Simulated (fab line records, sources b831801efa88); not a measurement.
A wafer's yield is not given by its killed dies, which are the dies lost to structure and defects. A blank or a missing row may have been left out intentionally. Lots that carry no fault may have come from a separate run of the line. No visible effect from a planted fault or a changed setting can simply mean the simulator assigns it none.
fab line records || flow gf180mcu
record {"lots": 6, "wafers": 18, "last-day": 34}
route steps=602 shown PSD@259 NSD@262 SAB@264
lots with no fault: from the same line, run without faults
start-h: the number of hours between the record's first day and the start of the first shown wafer of the lot || wait-h: how many hours have passed since the lot's step before this one || " as in the row above || L1.1+2: several wafers, shown together as one row || - no value, or no start was given || * or withheld: withheld || < > ~ a bound
route shown NAME@n: NAME is a module with steps in the file, n the number in the route of the first one || usual: the fault-free wafers' mean and standard deviation || same: alike in all rows || chamber/n: place in a boat || sites: the reading at each site || _std_site: their standard deviation || _edge_site: inner sites' mean taken away from outer sites' mean || radius-mm: how far each site lies from the wafer's centre || mask NAME#n: copy n || behind: the tool/chamber that last shaped the wafer || hold: cause of the lot's hold/its duration in hours/its outcome || device: which transistor (n, p or np) failed to switch || end of line: at the end of the route, the tests of the same wafers || a step with no rows: only its recipe || killed: not the wafer's yield, but the dies lost to structure and defects at the first sort || map: per-die view of a wafer (x killed, . not killed, _ where there is no die)
set.NAME: the setting as run; set.NAME@STEP: as run at that earlier step || model.NAME: the simulator's own value behind a step, which no gauge read
certain route steps with their lots: each step a table, each wafer a row
services: a tool's chamber out of use, with start hour (start-h, from the record's first day; less than 0 if before it), hours out, and reason
## steps
# step GF_PSD_TW_MEAS_11
# usual {"PSD_TW": "3215/28"}
{"lot.wafer": "L669.1", "tool": "film-metro-01", "chamber": "-", "start-h": 316.28, "wait-h": 0.1, "PSD_TW": 3249}
{"lot.wafer": "L669.2", "tool": "film-metro-01", "chamber": "-", "start-h": 316.28, "wait-h": 0.1, "PSD_TW": 3246}
{"lot.wafer": "L669.5", "tool": "film-metro-01", "chamber": "-", "start-h": 316.28, "wait-h": 0.1, "PSD_TW": 3240}
{"lot.wafer": "L673.2", "tool": "film-metro-01", "chamber": "-", "start-h": 350.34, "wait-h": 0.1, "PSD_TW": 3251}
{"lot.wafer": "L673.3", "tool": "film-metro-01", "chamber": "-", "start-h": 350.34, "wait-h": 0.1, "PSD_TW": 3247}
{"lot.wafer": "L673.6", "tool": "film-metro-01", "chamber": "-", "start-h": 350.34, "wait-h": 0.1, "PSD_TW": 3228}
{"lot.wafer": "L679.2", "tool": "film-metro-02", "chamber": "-", "start-h": 403.83, "wait-h": 0.1, "PSD_TW": 3203}
{"lot.wafer": "L679.3", "tool": "film-metro-02", "chamber": "-", "start-h": 403.83, "wait-h": 0.1, "PSD_TW": 3206}
{"lot.wafer": "L679.5", "tool": "film-metro-02", "chamber": "-", "start-h": 403.83, "wait-h": 0.1, "PSD_TW": 3190}
{"lot.wafer": "L680.3", "tool": "film-metro-02", "chamber": "-", "start-h": 408.80, "wait-h": 0.1, "PSD_TW": 3210}
{"lot.wafer": "L680.4", "tool": "film-metro-02", "chamber": "-", "start-h": 408.80, "wait-h": 0.1, "PSD_TW": 3209}
{"lot.wafer": "L680.5", "tool": "film-metro-02", "chamber": "-", "start-h": 408.80, "wait-h": 0.1, "PSD_TW": 3210}
{"lot.wafer": "L689.1", "tool": "film-metro-02", "chamber": "-", "start-h": 490.63, "wait-h": 0.1, "PSD_TW": 3180}
{"lot.wafer": "L689.4", "tool": "film-metro-02", "chamber": "-", "start-h": 490.63, "wait-h": 0.1, "PSD_TW": 3175}
{"lot.wafer": "L689.6", "tool": "film-metro-02", "chamber": "-", "start-h": 490.63, "wait-h": 0.1, "PSD_TW": 3149}
{"lot.wafer": "L690.2", "tool": "film-metro-02", "chamber": "-", "start-h": 492.53, "wait-h": 0.1, "PSD_TW": 3185}
{"lot.wafer": "L690.3", "tool": "film-metro-02", "chamber": "-", "start-h": 492.53, "wait-h": 0.1, "PSD_TW": 3195}
{"lot.wafer": "L690.4", "tool": "film-metro-02", "chamber": "-", "start-h": 492.53, "wait-h": 0.1, "PSD_TW": 3181}
# step GF_PSD_CLEAN_12
# recipe {"chemistry": "SC1/SC2", "mix": "1:4:20", "temp-c": 70, "time-s": 150, "dry": "n2-spin"}
# step GF_PSD_RTA_13
# recipe {"temp-c": 1025, "time-s": 20, "ambient": "N2"}
# usual {"lamp-power-pct": "36/4.5", "wafer_temp_C_max": "1029.7/1.1"}
{"lot.wafer": "L669.1", "tool": "rtp-anneal-02", "chamber": 0, "start-h": 316.45, "wait-h": 0.0, "lamp-power-pct": 31, "wafer_temp_C_max": 1030.1}
{"lot.wafer": "L669.2", "tool": "rtp-anneal-02", "chamber": 0, "start-h": 316.45, "wait-h": 0.0, "lamp-power-pct": 31, "wafer_temp_C_max": 1028.8}
{"lot.wafer": "L669.5", "tool": "rtp-anneal-02", "chamber": 0, "start-h": 316.45, "wait-h": 0.0, "lamp-power-pct": 31, "wafer_temp_C_max": 1031.2}
{"lot.wafer": "L673.2", "tool": "rtp-anneal-02", "chamber": 0, "start-h": 350.45, "wait-h": 0.0, "lamp-power-pct": 31, "wafer_temp_C_max": 1029.1}
{"lot.wafer": "L673.3", "tool": "rtp-anneal-02", "chamber": 0, "start-h": 350.45, "wait-h": 0.0, "lamp-power-pct": 31, "wafer_temp_C_max": 1029.3}
{"lot.wafer": "L673.6", "tool": "rtp-anneal-02", "chamber": 0, "start-h": 350.45, "wait-h": 0.0, "lamp-power-pct": 31, "wafer_temp_C_max": 1030.8}
{"lot.wafer": "L679.2", "tool": "rtp-anneal-01", "chamber": 0, "start-h": 403.94, "wait-h": 0.0, "lamp-power-pct": 40, "wafer_temp_C_max": 1029.9}
{"lot.wafer": "L679.3", "tool": "rtp-anneal-01", "chamber": 0, "start-h": 403.94, "wait-h": 0.0, "lamp-power-pct": 40, "wafer_temp_C_max": 1030.8}
{"lot.wafer": "L679.5", "tool": "rtp-anneal-01", "chamber": 0, "start-h": 403.94, "wait-h": 0.0, "lamp-power-pct": 40, "wafer_temp_C_max": 1030.6}
{"lot.wafer": "L680.3", "tool": "rtp-anneal-01", "chamber": 0, "start-h": 408.95, "wait-h": 0.0, "lamp-power-pct": 40, "wafer_temp_C_max": 1029.9}
{"lot.wafer": "L680.4", "tool": "rtp-anneal-01", "chamber": 0, "start-h": 408.95, "wait-h": 0.0, "lamp-power-pct": 40, "wafer_temp_C_max": 1030.5}
{"lot.wafer": "L680.5", "tool": "rtp-anneal-01", "chamber": 0, "start-h": 408.95, "wait-h": 0.0, "lamp-power-pct": 40, "wafer_temp_C_max": 1030.5}
{"lot.wafer": "L689.1", "tool": "rtp-anneal-02", "chamber": 0, "start-h": 490.75, "wait-h": 0.0, "lamp-power-pct": 31, "wafer_temp_C_max": 1028.9}
{"lot.wafer": "L689.4", "tool": "rtp-anneal-02", "chamber": 0, "start-h": 490.75, "wait-h": 0.0, "lamp-power-pct": 31, "wafer_temp_C_max": 1027.9}
{"lot.wafer": "L689.6", "tool": "rtp-anneal-02", "chamber": 0, "start-h": 490.75, "wait-h": 0.0, "lamp-power-pct": 31, "wafer_temp_C_max": 1029.1}
{"lot.wafer": "L690.2", "tool": "rtp-anneal-01", "chamber": 0, "start-h": 492.64, "wait-h": 0.0, "lamp-power-pct": 40, "wafer_temp_C_max": 1030.5}
{"lot.wafer": "L690.3", "tool": "rtp-anneal-01", "chamber": 0, "start-h": 492.64, "wait-h": 0.0, "lamp-power-pct": 40, "wafer_temp_C_max": 1030.8}
{"lot.wafer": "L690.4", "tool": "rtp-anneal-01", "chamber": 0, "start-h": 492.64, "wait-h": 0.0, "lamp-power-pct": 40, "wafer_temp_C_max": 1031.8}
# step GF_PSD_RS_MEAS_14
# recipe {"thk-meas-gauge": "four-point-probe"}
# usual {"NSD_RS": "46.10/0.082"}
{"lot.wafer": "L669.1", "tool": "film-metro-02", "chamber": "-", "start-h": 316.54, "wait-h": 0.1, "NSD_RS[ohm/sq]": 46.16}
{"lot.wafer": "L669.2", "tool": "film-metro-02", "chamber": "-", "start-h": 316.54, "wait-h": 0.1, "NSD_RS[ohm/sq]": 46.20}
{"lot.wafer": "L669.5", "tool": "film-metro-02", "chamber": "-", "start-h": 316.54, "wait-h": 0.1, "NSD_RS[ohm/sq]": 46.07}
{"lot.wafer": "L673.2", "tool": "film-metro-01", "chamber": "-", "start-h": 350.54, "wait-h": 0.1, "NSD_RS[ohm/sq]": 46.15}
{"lot.wafer": "L673.3", "tool": "film-metro-01", "chamber": "-", "start-h": 350.54, "wait-h": 0.1, "NSD_RS[ohm/sq]": 46.15}
{"lot.wafer": "L673.6", "tool": "film-metro-01", "chamber": "-", "start-h": 350.54, "wait-h": 0.1, "NSD_RS[ohm/sq]": 46.22}
{"lot.wafer": "L679.2", "tool": "film-metro-01", "chamber": "-", "start-h": 404.03, "wait-h": 0.1, "NSD_RS[ohm/sq]": 46.10}
{"lot.wafer": "L679.3", "tool": "film-metro-01", "chamber": "-", "start-h": 404.03, "wait-h": 0.1, "NSD_RS[ohm/sq]": 46.21}
{"lot.wafer": "L679.5", "tool": "film-metro-01", "chamber": "-", "start-h": 404.03, "wait-h": 0.1, "NSD_RS[ohm/sq]": 46.14}
{"lot.wafer": "L680.3", "tool": "film-metro-01", "chamber": "-", "start-h": 409.04, "wait-h": 0.1, "NSD_RS[ohm/sq]": 46.12}
{"lot.wafer": "L680.4", "tool": "film-metro-01", "chamber": "-", "start-h": 409.04, "wait-h": 0.1, "NSD_RS[ohm/sq]": 46.03}
{"lot.wafer": "L680.5", "tool": "film-metro-01", "chamber": "-", "start-h": 409.04, "wait-h": 0.1, "NSD_RS[ohm/sq]": 46.03}
{"lot.wafer": "L689.1", "tool": "film-metro-01", "chamber": "-", "start-h": 490.83, "wait-h": 0.1, "NSD_RS[ohm/sq]": 46.00}
{"lot.wafer": "L689.4", "tool": "film-metro-01", "chamber": "-", "start-h": 490.83, "wait-h": 0.1, "NSD_RS[ohm/sq]": 46.02}
{"lot.wafer": "L689.6", "tool": "film-metro-01", "chamber": "-", "start-h": 490.83, "wait-h": 0.1, "NSD_RS[ohm/sq]": 45.96}
{"lot.wafer": "L690.2", "tool": "film-metro-04", "chamber": "-", "start-h": 492.73, "wait-h": 0.1, "NSD_RS[ohm/sq]": 46.07}
{"lot.wafer": "L690.3", "tool": "film-metro-04", "chamber": "-", "start-h": 492.73, "wait-h": 0.1, "NSD_RS[ohm/sq]": 46.14}
{"lot.wafer": "L690.4", "tool": "film-metro-04", "chamber": "-", "start-h": 492.73, "wait-h": 0.1, "NSD_RS[ohm/sq]": 46.16}
# step GF_PSD_RS_MEAS_15
# recipe {"thk-meas-gauge": "four-point-probe"}
# usual {"PSD_RS": "108.48/0.26"}
{"lot.wafer": "L669.1", "tool": "film-metro-02", "chamber": "-", "start-h": 316.66, "wait-h": 0.1, "PSD_RS[ohm/sq]": 109.04}
{"lot.wafer": "L669.2", "tool": "film-metro-02", "chamber": "-", "start-h": 316.66, "wait-h": 0.1, "PSD_RS[ohm/sq]": 109.10}
{"lot.wafer": "L669.5", "tool": "film-metro-02", "chamber": "-", "start-h": 316.66, "wait-h": 0.1, "PSD_RS[ohm/sq]": 108.48}
{"lot.wafer": "L673.2", "tool": "film-metro-01", "chamber": "-", "start-h": 350.66, "wait-h": 0.1, "PSD_RS[ohm/sq]": 108.74}
{"lot.wafer": "L673.3", "tool": "film-metro-01", "chamber": "-", "start-h": 350.66, "wait-h": 0.1, "PSD_RS[ohm/sq]": 108.48}
{"lot.wafer": "L673.6", "tool": "film-metro-01", "chamber": "-", "start-h": 350.66, "wait-h": 0.1, "PSD_RS[ohm/sq]": 108.48}
{"lot.wafer": "L679.2", "tool": "film-metro-01", "chamber": "-", "start-h": 404.15, "wait-h": 0.1, "PSD_RS[ohm/sq]": 108.70}
{"lot.wafer": "L679.3", "tool": "film-metro-01", "chamber": "-", "start-h": 404.15, "wait-h": 0.1, "PSD_RS[ohm/sq]": 108.65}
{"lot.wafer": "L679.5", "tool": "film-metro-01", "chamber": "-", "start-h": 404.15, "wait-h": 0.1, "PSD_RS[ohm/sq]": 108.62}
{"lot.wafer": "L680.3", "tool": "film-metro-01", "chamber": "-", "start-h": 409.16, "wait-h": 0.1, "PSD_RS[ohm/sq]": 108.25}
{"lot.wafer": "L680.4", "tool": "film-metro-01", "chamber": "-", "start-h": 409.16, "wait-h": 0.1, "PSD_RS[ohm/sq]": 108.28}
{"lot.wafer": "L680.5", "tool": "film-metro-01", "chamber": "-", "start-h": 409.16, "wait-h": 0.1, "PSD_RS[ohm/sq]": 108.36}
{"lot.wafer": "L689.1", "tool": "film-metro-01", "chamber": "-", "start-h": 490.95, "wait-h": 0.1, "PSD_RS[ohm/sq]": 107.95}
{"lot.wafer": "L689.4", "tool": "film-metro-01", "chamber": "-", "start-h": 490.95, "wait-h": 0.1, "PSD_RS[ohm/sq]": 108.21}
{"lot.wafer": "L689.6", "tool": "film-metro-01", "chamber": "-", "start-h": 490.95, "wait-h": 0.1, "PSD_RS[ohm/sq]": 108.00}
{"lot.wafer": "L690.2", "tool": "film-metro-04", "chamber": "-", "start-h": 492.85, "wait-h": 0.1, "PSD_RS[ohm/sq]": 108.53}
{"lot.wafer": "L690.3", "tool": "film-metro-04", "chamber": "-", "start-h": 492.85, "wait-h": 0.1, "PSD_RS[ohm/sq]": 108.47}
{"lot.wafer": "L690.4", "tool": "film-metro-04", "chamber": "-", "start-h": 492.85, "wait-h": 0.1, "PSD_RS[ohm/sq]": 108.60}
# step GF_SAB_CVD_00
# recipe {"material": "SiO2", "target-thk-nm": 50, "precursor": "TEOS", "temp-c": 400, "time-s": 4.9302, "rf-w": 600}
# usual {"heater-power-w": "728/87"}
{"lot.wafer": "L669.1", "tool": "pecvd-04", "chamber": 0, "start-h": 316.78, "wait-h": 0.1, "heater-power-w": 932}
{"lot.wafer": "L669.2", "tool": "pecvd-04", "chamber": 1, "start-h": 316.78, "wait-h": 0.1, "heater-power-w": 797}
{"lot.wafer": "L669.5", "tool": "pecvd-04", "chamber": 1, "start-h": 316.78, "wait-h": 0.1, "heater-power-w": 808}
{"lot.wafer": "L673.2", "tool": "pecvd-03", "chamber": 0, "start-h": 350.76, "wait-h": 0.1, "heater-power-w": 714}
{"lot.wafer": "L673.3", "tool": "pecvd-03", "chamber": 2, "start-h": 350.76, "wait-h": 0.1, "heater-power-w": 780}
{"lot.wafer": "L673.6", "tool": "pecvd-03", "chamber": 0, "start-h": 350.76, "wait-h": 0.1, "heater-power-w": 718}
{"lot.wafer": "L679.2", "tool": "pecvd-04", "chamber": 0, "start-h": 404.25, "wait-h": 0.1, "heater-power-w": 873}
{"lot.wafer": "L679.3", "tool": "pecvd-04", "chamber": 1, "start-h": 404.25, "wait-h": 0.1, "heater-power-w": 792}
{"lot.wafer": "L679.5", "tool": "pecvd-04", "chamber": 2, "start-h": 404.25, "wait-h": 0.1, "heater-power-w": 675}
{"lot.wafer": "L680.3", "tool": "pecvd-01", "chamber": 0, "start-h": 409.24, "wait-h": 0.1, "heater-power-w": 661}
{"lot.wafer": "L680.4", "tool": "pecvd-01", "chamber": 1, "start-h": 409.24, "wait-h": 0.1, "heater-power-w": 644}
{"lot.wafer": "L680.5", "tool": "pecvd-01", "chamber": 2, "start-h": 409.24, "wait-h": 0.1, "heater-power-w": 804}
{"lot.wafer": "L689.1", "tool": "pecvd-03", "chamber": 1, "start-h": 491.07, "wait-h": 0.1, "heater-power-w": 785}
{"lot.wafer": "L689.4", "tool": "pecvd-03", "chamber": 1, "start-h": 491.07, "wait-h": 0.1, "heater-power-w": 827}
{"lot.wafer": "L689.6", "tool": "pecvd-03", "chamber": 0, "start-h": 491.07, "wait-h": 0.1, "heater-power-w": 713}
{"lot.wafer": "L690.2", "tool": "pecvd-01", "chamber": 1, "start-h": 492.95, "wait-h": 0.1, "heater-power-w": 657}
{"lot.wafer": "L690.3", "tool": "pecvd-01", "chamber": 0, "start-h": 492.95, "wait-h": 0.1, "heater-power-w": 682}
{"lot.wafer": "L690.4", "tool": "pecvd-01", "chamber": 1, "start-h": 492.95, "wait-h": 0.1, "heater-power-w": 656}
# step GF_SAB_THK_MEAS_01
# recipe {"reads": "SiO2_of_SAB_CVD_00"}
# usual {"SAB_CVD_00_THK": "49.8/0.7"}
{"lot.wafer": "L669.1", "tool": "film-metro-01", "chamber": "-", "start-h": 316.80, "wait-h": 0.0, "SAB_CVD_00_THK[nm]": 49.1}
{"lot.wafer": "L669.2", "tool": "film-metro-01", "chamber": "-", "start-h": 316.80, "wait-h": 0.0, "SAB_CVD_00_THK[nm]": 49.0}
{"lot.wafer": "L669.5", "tool": "film-metro-01", "chamber": "-", "start-h": 316.80, "wait-h": 0.0, "SAB_CVD_00_THK[nm]": 50.3}
{"lot.wafer": "L673.2", "tool": "film-metro-03", "chamber": "-", "start-h": 350.79, "wait-h": 0.0, "SAB_CVD_00_THK[nm]": 49.4}
{"lot.wafer": "L673.3", "tool": "film-metro-03", "chamber": "-", "start-h": 350.79, "wait-h": 0.0, "SAB_CVD_00_THK[nm]": 50.0}
{"lot.wafer": "L673.6", "tool": "film-metro-03", "chamber": "-", "start-h": 350.79, "wait-h": 0.0, "SAB_CVD_00_THK[nm]": 50.4}
{"lot.wafer": "L679.2", "tool": "film-metro-02", "chamber": "-", "start-h": 404.28, "wait-h": 0.0, "SAB_CVD_00_THK[nm]": 49.4}
{"lot.wafer": "L679.3", "tool": "film-metro-02", "chamber": "-", "start-h": 404.28, "wait-h": 0.0, "SAB_CVD_00_THK[nm]": 50.0}
{"lot.wafer": "L679.5", "tool": "film-metro-02", "chamber": "-", "start-h": 404.28, "wait-h": 0.0, "SAB_CVD_00_THK[nm]": 50.6}
{"lot.wafer": "L680.3", "tool": "film-metro-01", "chamber": "-", "start-h": 409.28, "wait-h": 0.0, "SAB_CVD_00_THK[nm]": 49.8}
{"lot.wafer": "L680.4", "tool": "film-metro-01", "chamber": "-", "start-h": 409.28, "wait-h": 0.0, "SAB_CVD_00_THK[nm]": 49.3}
{"lot.wafer": "L680.5", "tool": "film-metro-01", "chamber": "-", "start-h": 409.28, "wait-h": 0.0, "SAB_CVD_00_THK[nm]": 51.3}
{"lot.wafer": "L689.1", "tool": "film-metro-02", "chamber": "-", "start-h": 491.09, "wait-h": 0.0, "SAB_CVD_00_THK[nm]": 48.3}
{"lot.wafer": "L689.4", "tool": "film-metro-02", "chamber": "-", "start-h": 491.09, "wait-h": 0.0, "SAB_CVD_00_THK[nm]": 49.3}
{"lot.wafer": "L689.6", "tool": "film-metro-02", "chamber": "-", "start-h": 491.09, "wait-h": 0.0, "SAB_CVD_00_THK[nm]": 50.2}
{"lot.wafer": "L690.2", "tool": "film-metro-03", "chamber": "-", "start-h": 492.98, "wait-h": 0.0, "SAB_CVD_00_THK[nm]": 48.4}
{"lot.wafer": "L690.3", "tool": "film-metro-03", "chamber": "-", "start-h": 492.98, "wait-h": 0.0, "SAB_CVD_00_THK[nm]": 49.1}
{"lot.wafer": "L690.4", "tool": "film-metro-03", "chamber": "-", "start-h": 492.98, "wait-h": 0.0, "SAB_CVD_00_THK[nm]": 49.0}
# step GF_SAB_DEHYDRATE_02
# recipe {"temp-c": 200, "time-s": 60}
# step GF_SAB_HMDS_03
# recipe {"prime-time-s": 60, "prime-temp-c": 120}
# step GF_SAB_COAT_04
# recipe {"resist": "NOVOLAK", "spin-rpm": 3000, "resist-thk-nm": 1000}
# step GF_SAB_SOFTBAKE_05
# recipe {"temp-c": 90, "time-s": 60, "resist": "NOVOLAK"}
# step GF_SAB_EXPOSE_06
# recipe {"mask-id": "SAB", "target-cd-nm": 420, "na": 0.6, "source-shape": "conventional", "sigma-outer": 0.6, "dose-mj": 140}
# step GF_SAB_PEB_07
# recipe {"temp-c": "withheld", "time-s": "*", "resist": "NOVOLAK"}
# usual {"chill-plate-temp-C": "*", "exhaust-pa": "45.0/0.94", "resist-line-temp-C": "*"}
{"lot.wafer": "L669.1", "tool": "litho-track-02", "chamber": 0, "start-h": 337.24, "wait-h": "-", "chill-plate-temp-C": "*", "exhaust-pa": 45.8, "resist-line-temp-C": "*"}
{"lot.wafer": "L669.2", "tool": "litho-track-02", "chamber": 0, "start-h": 337.24, "wait-h": "-", "chill-plate-temp-C": "*", "exhaust-pa": 45.6, "resist-line-temp-C": "*"}
{"lot.wafer": "L669.5", "tool": "litho-track-02", "chamber": 0, "start-h": 337.24, "wait-h": "-", "chill-plate-temp-C": "*", "exhaust-pa": 46.4, "resist-line-temp-C": "*"}
{"lot.wafer": "L673.2", "tool": "litho-track-01", "chamber": 0, "start-h": 372.74, "wait-h": "-", "chill-plate-temp-C": "*", "exhaust-pa": 45.4, "resist-line-temp-C": "*"}
{"lot.wafer": "L673.3", "tool": "litho-track-01", "chamber": 0, "start-h": 372.74, "wait-h": "-", "chill-plate-temp-C": "*", "exhaust-pa": 46.5, "resist-line-temp-C": "*"}
{"lot.wafer": "L673.6", "tool": "litho-track-01", "chamber": 0, "start-h": 372.74, "wait-h": "-", "chill-plate-temp-C": "*", "exhaust-pa": 44.9, "resist-line-temp-C": "*"}
{"lot.wafer": "L679.2", "tool": "litho-track-01", "chamber": "-", "start-h": 426.84, "wait-h": "-", "chill-plate-temp-C": "-", "exhaust-pa": "-", "resist-line-temp-C": "-"}
{"lot.wafer": "L679.3", "tool": "litho-track-01", "chamber": "-", "start-h": 426.84, "wait-h": "-", "chill-plate-temp-C": "-", "exhaust-pa": "-", "resist-line-temp-C": "-"}
{"lot.wafer": "L679.5", "tool": "litho-track-01", "chamber": "-", "start-h": 426.84, "wait-h": "-", "chill-plate-temp-C": "-", "exhaust-pa": "-", "resist-line-temp-C": "-"}
{"lot.wafer": "L680.3", "tool": "litho-track-02", "chamber": "-", "start-h": 432.94, "wait-h": "-", "chill-plate-temp-C": "-", "exhaust-pa": "-", "resist-line-temp-C": "-"}
{"lot.wafer": "L680.4", "tool": "litho-track-02", "chamber": "-", "start-h": 432.94, "wait-h": "-", "chill-plate-temp-C": "-", "exhaust-pa": "-", "resist-line-temp-C": "-"}
{"lot.wafer": "L680.5", "tool": "litho-track-02", "chamber": "-", "start-h": 432.94, "wait-h": "-", "chill-plate-temp-C": "-", "exhaust-pa": "-", "resist-line-temp-C": "-"}
{"lot.wafer": "L689.1", "tool": "litho-track-02", "chamber": 0, "start-h": 514.54, "wait-h": "-", "chill-plate-temp-C": "*", "exhaust-pa": 45.0, "resist-line-temp-C": "*"}
{"lot.wafer": "L689.4", "tool": "litho-track-02", "chamber": 0, "start-h": 514.54, "wait-h": "-", "chill-plate-temp-C": "*", "exhaust-pa": 45.8, "resist-line-temp-C": "*"}
{"lot.wafer": "L689.6", "tool": "litho-track-02", "chamber": 0, "start-h": 514.54, "wait-h": "-", "chill-plate-temp-C": "*", "exhaust-pa": 43.7, "resist-line-temp-C": "*"}
{"lot.wafer": "L690.2", "tool": "litho-track-04", "chamber": 0, "start-h": 515.89, "wait-h": "-", "chill-plate-temp-C": "*", "exhaust-pa": 45.4, "resist-line-temp-C": "*"}
{"lot.wafer": "L690.3", "tool": "litho-track-04", "chamber": 0, "start-h": 515.89, "wait-h": "-", "chill-plate-temp-C": "*", "exhaust-pa": 45.5, "resist-line-temp-C": "*"}
{"lot.wafer": "L690.4", "tool": "litho-track-04", "chamber": 0, "start-h": 515.89, "wait-h": "-", "chill-plate-temp-C": "*", "exhaust-pa": 44.2, "resist-line-temp-C": "*"}
# step GF_SAB_DEVELOP_08
# recipe {"develop-time-s": 60, "dev-temp-c": 23}
## services
{"tool": "pecvd-04", "chamber": "-", "start-h": 327.31, "hours": 28.1, "kind": "pm"}
{"tool": "pecvd-03", "chamber": 1, "start-h": 335.34, "hours": 3.9, "kind": "repair"}
{"tool": "pecvd-01", "chamber": "-", "start-h": 360.41, "hours": 6.0, "kind": "pm"}
{"tool": "pecvd-04", "chamber": 0, "start-h": 362.88, "hours": 15.2, "kind": "repair"}
{"tool": "pecvd-01", "chamber": "-", "start-h": 368.88, "hours": 14.0, "kind": "pm"}
{"tool": "pecvd-01", "chamber": 0, "start-h": 368.88, "hours": 14.0, "kind": "vent-cycle"}
{"tool": "pecvd-01", "chamber": 1, "start-h": 368.88, "hours": 14.0, "kind": "vent-cycle"}
{"tool": "pecvd-01", "chamber": 2, "start-h": 368.88, "hours": 14.0, "kind": "vent-cycle"}
{"tool": "pecvd-04", "chamber": "-", "start-h": 371.62, "hours": 14.6, "kind": "pm"}
{"tool": "pecvd-01", "chamber": 0, "start-h": 382.88, "hours": "-", "kind": "clean"}
{"tool": "pecvd-01", "chamber": 1, "start-h": 382.88, "hours": "-", "kind": "clean"}
{"tool": "pecvd-01", "chamber": 2, "start-h": 382.88, "hours": "-", "kind": "clean"}
{"tool": "pecvd-03", "chamber": 1, "start-h": 394.89, "hours": 9.0, "kind": "repair"}
{"tool": "pecvd-03", "chamber": "-", "start-h": 406.88, "hours": 14.6, "kind": "pm"}
{"tool": "pecvd-03", "chamber": "-", "start-h": 444.79, "hours": 5.5, "kind": "pm"}
{"tool": "pecvd-03", "chamber": 1, "start-h": 454.54, "hours": 6.3, "kind": "repair"}
{"tool": "pecvd-03", "chamber": "-", "start-h": 514.79, "hours": 2.8, "kind": "pm"}
## key
first-sign {"step": "GF_SAB_PEB_07", "reading": "tool-record", "direction": "missing"}
effect none on later readings
met-at GF_SAB_PEB_07
struck-wafers L679.2,L679.3,L679.5,L680.3,L680.4,L680.5
sort-left-out L679.2,L679.3,L679.5,L680.3,L680.4,L680.5
tester-left-out L679,L680
onset-between 372.74 426.84
fault {"kind": "skipped-step-whole", "tool": "litho-track-01,litho-track-02", "chamber": "-", "onset-h": 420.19, "steps": "GF_SAB_PEB_07", "scope": "struck-lots-only"}
# tester-left-out: of these lots the tester's yield and bins aren't shown, on N5 and GAA mostly nor the transistor test; their killed dies are dies lost to structure and defects alone, not to doping, threshold or leakage, so they don't give the yield
# sort-left-out: the simulated sort isn't trusted on such a fault, so these wafers' sort isn't shown, and their yield isn't known
